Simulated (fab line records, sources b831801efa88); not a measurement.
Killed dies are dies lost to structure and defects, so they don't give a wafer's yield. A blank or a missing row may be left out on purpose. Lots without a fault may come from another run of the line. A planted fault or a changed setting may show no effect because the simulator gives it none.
Which tool did it? | flow sky130 | 11 lots, 33 wafers sampled, at 3 steps of a route of 708

WHAT THE GAUGES READ, wafer by wafer
SKY_METAL2_CD_MEAS_15: target cd 140 nm. Usual: cd_nm 139.9 nm, standard deviation 1.7.
lot  | measured     | on        | cd_nm (nm)        | flag
L125 | day 35 10:28 | cd_sem-02 | 140.9 139.6 140.1 |
L128 | day 36 12:29 | cd_sem-01 | 140.2 139.1 140.5 |
L129 | day 36 16:58 | cd_sem-02 | 141.6 140.9 140.3 |
L130 | day 36 19:17 | cd_sem-02 | 140.7 141.3 143.3 |
L131 | day 37 05:05 | cd_sem-02 | 136.6 136.1 137.3 |
L132 | day 37 23:17 | cd_sem-02 | 139.6 138.8 137.3 |
L133 | day 37 23:22 | cd_sem-01 | 140.2 139.9 139.0 |
L142 | day 40 14:39 | cd_sem-01 | 143.1 142.1 141.6 |
L143 | day 40 20:01 | cd_sem-01 | 140.0 139.3 140.9 |
L147 | day 41 19:38 | cd_sem-02 | 140.1 140.5 138.6 |
L146 | day 42 01:41 | cd_sem-02 | 141.7 141.2 141.1 |

WHICH TOOL RAN EACH LOT (tool, then ch and the chambers of the sampled wafers, then the start)
lot  | SKY_METAL1_STRIP_20                  | SKY_METAL2_SPUTTER_02
L125 | plasma_asher-03 ch 0,1, day 33 03:01 | pvd_sputter-01, day 34 08:25
L128 | plasma_asher-03 ch 0,1, day 34 05:47 | pvd_sputter-01, day 35 10:33
L129 | plasma_asher-02 ch 0,1, day 34 10:34 | pvd_sputter-01, day 35 14:25
L130 | plasma_asher-03 ch 0, day 34 12:47   | pvd_sputter-01, day 35 16:43
L131 | plasma_asher-03 ch 0,1, day 34 22:41 | pvd_sputter-01, day 36 02:47
L132 | plasma_asher-04 ch 0,1, day 35 16:09 | pvd_sputter-01, day 36 21:08
L133 | plasma_asher-03 ch 0,1, day 35 16:29 | pvd_sputter-03, day 36 21:12
L142 | plasma_asher-04 ch 1, day 38 12:08   | pvd_sputter-04, day 39 15:15
L143 | plasma_asher-02 ch 0,1, day 38 15:41 | pvd_sputter-04, day 39 19:22
L147 | plasma_asher-03 ch 0,1, day 39 16:43 | pvd_sputter-03, day 40 19:31
L146 | plasma_asher-04 ch 1, day 39 22:48   | pvd_sputter-01, day 41 02:03
- SKY_METAL1_STRIP_20: strips in O2/N2.
- SKY_METAL2_SPUTTER_02: material AlCu, target thk 250 nm, time 13.3 s.

WHAT THE TOOLS THEMSELVES READ (means of the sampled wafers that have a number; where no wafer has one, the mark that the record gives instead)
SKY_METAL1_STRIP_20. Usual: chamber_pressure_mTorr 1500.1 mTorr, standard deviation 1.3; drypump_motor_current_A 5.7 A, standard deviation 0.4; oes_product_au 0.342 a.u., standard deviation 0.0049; strip_time_to_endpoint_s 2.670 s, standard deviation 0.03.
lot  | tool            | chamber_pressure_mTorr (mTorr) | drypump_motor_current_A (A) | oes_product_au (a.u.) | strip_time_to_endpoint_s (s) | flag
L125 | plasma_asher-03 | 1499.9                         | 5.6                         | 0.345                 | 2.715                        |
L128 | plasma_asher-03 | 1500.6                         | 5.5                         | 0.344                 | 2.665                        |
L129 | plasma_asher-02 | 1499.4                         | 5.5                         | 0.341                 | 2.686                        |
L130 | plasma_asher-03 | 1500.6                         | 5.7                         | 0.337                 | 2.652                        |
L131 | plasma_asher-03 | 1500.3                         | 5.4                         | 0.345                 | 2.665                        |
L132 | plasma_asher-04 | 1499.3                         | 6.1                         | 0.344                 | 2.709                        |
L133 | plasma_asher-03 | 1501.8                         | 5.4                         | 0.345                 | 2.632                        |
L142 | plasma_asher-04 | 1500.3                         | 6.4                         | 0.335                 | 2.627                        |
L143 | plasma_asher-02 | 1501.5                         | 5.5                         | 0.338                 | 2.643                        |
L147 | plasma_asher-03 | 1499.7                         | 5.6                         | 0.340                 | 2.656                        |
L146 | plasma_asher-04 | 1500.4                         | 6.3                         | 0.342                 | 2.709                        |

SKY_METAL2_SPUTTER_02. Usual: chamber_pressure_pa 0.4000 Pa, standard deviation 0.00085; throttle_valve_pct 30.1 %, standard deviation 1.2.
lot  | tool           | chamber_pressure_pa (Pa) | throttle_valve_pct (%) | flag
L125 | pvd_sputter-01 | 0.4002                   | 31.0                   |
L128 | pvd_sputter-01 | 0.4003                   | 31.2                   |
L129 | pvd_sputter-01 | 0.4003                   | 29.7                   |
L130 | pvd_sputter-01 | 0.3997                   | 31.0                   |
L131 | pvd_sputter-01 | 0.3737                   | 30.8                   | OFF
L132 | pvd_sputter-01 | 0.3736                   | 31.9                   | OFF
L133 | pvd_sputter-03 | 0.3996                   | 30.1                   |
L142 | pvd_sputter-04 | 0.3996                   | 30.1                   |
L143 | pvd_sputter-04 | 0.3995                   | 30.0                   |
L147 | pvd_sputter-03 | 0.3999                   | 30.2                   |
L146 | pvd_sputter-01 | 0.4004                   | 30.3                   |

THE ANSWER, worked out from the rows above alone
Rule: a lot is off if the mean of its wafers that have a number lies more than 3 standard deviations from the usual mean. A lot without any number at a reading at which 4 lots or more have one is off too. The other lots that the step has rows for count as sound. The gauges are gone through in route order, then the tools' own readings, and for those a lot's mean is taken as printed above. The first step at which some lot is off is used, and at that step the reading that is off furthest; a lot without a number counts as furthest.
Off: L131, L132, at SKY_METAL2_SPUTTER_02 (chamber_pressure_pa).
A tool fits if, at that step or a process step before it, it ran every lot that is off, and no sound lot after the first of them. None of those tried fits.

WHAT THE SIMULATOR HAD PUT IN
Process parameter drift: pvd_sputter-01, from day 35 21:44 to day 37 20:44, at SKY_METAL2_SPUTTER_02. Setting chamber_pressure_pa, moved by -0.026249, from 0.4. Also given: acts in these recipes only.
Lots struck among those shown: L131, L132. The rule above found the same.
